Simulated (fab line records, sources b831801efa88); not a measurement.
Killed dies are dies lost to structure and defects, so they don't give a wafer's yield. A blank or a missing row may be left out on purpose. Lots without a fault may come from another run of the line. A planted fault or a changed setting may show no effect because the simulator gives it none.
Problem report in the 8D (eight disciplines) form, filled by code | flow sky130 | the parts of the form that need people (team, actions taken, sign-off) are left out

1. THE PROBLEM
VT_ADJUST_NCORE_TW at SKY_VT_ADJUST_NCORE_TW_MEAS_11 reads a mean of 239.4 on 6 wafers of 2 lots; wafers without a fault read 220.5 with a standard deviation of 1.5. That is +13 standard deviations from the usual mean.
First seen on wafer L918.2, day 10 22:44, on film_metro-01. The record holds 36 wafers of 12 lots with a number at this step. Rule for "out", or "out of limits": more than 4 standard deviations from the usual mean. The other wafers with a number count as sound.

2. WHAT IT IS AND WHAT IT IS NOT
question                    | is                           | is not
which readings at this step | VT_ADJUST_NCORE_TW           | -
which lots                  | L918, L919                   | L912, L913, L914, L925, L928, L929, L930, L931, L932, L933
which wafers of those lots  | all that have a number       | -
read on which gauges        | film_metro-01, film_metro-02 | film_metro-04
when                        | from day 10 22:44            | up to then (9 sound wafers); but 21 sound wafers of L925, L928, L929, L930, L931, L932, L933 came after

3. SUSPECTS, AND WHAT RULES EACH OUT
Counting: a tool at a process step up to the reading stays a suspect if it ran every lot that is out and no sound lot after the first of them.
- the gauge at SKY_VT_ADJUST_NCORE_TW_MEAS_11: ruled out. The wafers that are out were read on 2 gauges (film_metro-01, film_metro-02).
- plasma_asher-01 at SKY_NWELL_STRIP_14 (strips in O2/N2): ruled out as a lasting fault. Sound lots L925, L928, L929 ran on it after its first lot that is out, L918 (day 6 11:05).
- implanter-03 at SKY_VT_ADJUST_NCORE_IMPLANT_09: ruled out as a lasting fault. Sound lots L929, L930, L933 ran on it after its first lot that is out, L918 (day 10 22:31).
- plasma_asher-04 at SKY_VT_ADJUST_NCORE_STRIP_10 (strips in O2/N2): ruled out as a lasting fault. Sound lots L928, L929, L931 ran on it after its first lot that is out, L918 (day 10 22:38).
Left after counting: nothing in the record.

4. THE CAUSE (what the simulator had put in)
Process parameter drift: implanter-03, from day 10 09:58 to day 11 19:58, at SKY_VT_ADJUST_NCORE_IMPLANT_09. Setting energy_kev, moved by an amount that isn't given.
Counting ruled it out, wrongly: the rule takes a fault to strike every lot that its tool runs from its start on, and this one did not.

5. THE CHAIN OF EFFECTS, in route order
Each row: a reading whose mean over the struck wafers that have a number lies more than 3 standard deviations from the usual. Only readings for which the record gives a usual standard deviation are gone through. hours: the time from each lot's start at the first step in this table that gives one to its start at this step, as a median over the lots. sigmas: the change in usual standard deviations.
hours | step                           | reading            | usual  | on struck wafers | change | sigmas
0     | SKY_VT_ADJUST_NCORE_IMPLANT_09 | beam_energy_keV    | 10.000 | 14.448           | +4.448 | +99 or more
0     | SKY_VT_ADJUST_NCORE_TW_MEAS_11 | VT_ADJUST_NCORE_TW | 220.5  | 239.4            | +18.9  | +13
The process steps in it:
- SKY_VT_ADJUST_NCORE_IMPLANT_09

6. WHAT WOULD HAVE CAUGHT IT SOONER
In this record the first reading out of limits at a measuring or inspecting step was taken at day 10 22:44, 13 hours after the fault began at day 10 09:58.
The tool's own readings at SKY_VT_ADJUST_NCORE_IMPLANT_09 were out on every struck wafer that the step has a row for (beam_energy_keV): an alarm limit on them would have fired on the first of those.
